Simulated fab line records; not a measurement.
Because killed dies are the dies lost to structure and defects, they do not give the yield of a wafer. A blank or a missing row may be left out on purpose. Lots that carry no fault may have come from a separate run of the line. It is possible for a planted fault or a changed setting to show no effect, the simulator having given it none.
Which tool did it?	flow sky130	7 lots, 21 wafers sampled, at 3 steps of a route of 708

WHAT EACH GAUGE READ, for each wafer
SKY_VIA3_OVL_MEAS_13.
lot	measured	on	VIA3_OVL (nm)
L752	day 39 19:37	overlay-01	2 6 12
L756	day 41 20:22	overlay-01	3 -6 5
L757	day 41 15:58	overlay-01	0 5 -3
L767	day 44 04:44	overlay-01	4 1 13
L769	day 44 17:50	overlay-02	2 -2 2
L772	day 45 22:08	overlay-02	-3 -3 -10
L774	day 45 23:50	overlay-02	-5 -6 3

EACH LOT AND THE TOOL THAT RAN IT (in order: tool; ch and the chambers of the sampled wafers; start)
lot	SKY_SONOS_ONO_CVD_02	SKY_METAL3_STRIP_19
L752	lpcvd-02 ch 0, day 11 21:01	plasmaAsher-04 ch 0,1, day 38 18:04
L756	lpcvd-02 ch 1, day 13 16:50	plasmaAsher-04 ch 0,1, day 40 19:51
L757	lpcvd-02 ch 0, day 13 19:05	plasmaAsher-04 ch 0,1, day 40 15:14
L767	lpcvd-02 ch 1, day 16 19:15	plasmaAsher-04 ch 0,1, day 43 05:25
L769	lpcvd-02 ch 1, day 17 15:49	plasmaAsher-02 ch 0,1, day 43 18:26
L772	lpcvd-02 ch 1, day 18 16:50	plasmaAsher-04 ch 0,1, day 44 23:34
L774	lpcvd-02 ch 1, day 19 03:59	plasmaAsher-02 ch 0,1, day 45 01:53
- SKY_SONOS_ONO_CVD_02: deposits Si3N4 from DCS/NH3, target thk 10.5 nm, time 180 s.
- SKY_METAL3_STRIP_19: strips in O2/N2.

THE ANSWER, worked out from the rows above alone
Rule: the usual values come from the lots themselves. Put in order of their means at a reading, lots are off if they are a third of the lots or fewer, leave a main group of 4 or more, and stand apart from it by a gap of 3 or more times the standard deviation of the main group's means; of several such gaps the widest counts. Not used: any main group whose means are identical at the precision the tables above print for the reading. Also off: a lot with no number at a reading for which 4 or more lots have one. All remaining lots with rows at the step are treated as sound.
Nothing can be told from this: no lot is off at any reading shown.

WHAT THE SIMULATOR HAD PUT IN
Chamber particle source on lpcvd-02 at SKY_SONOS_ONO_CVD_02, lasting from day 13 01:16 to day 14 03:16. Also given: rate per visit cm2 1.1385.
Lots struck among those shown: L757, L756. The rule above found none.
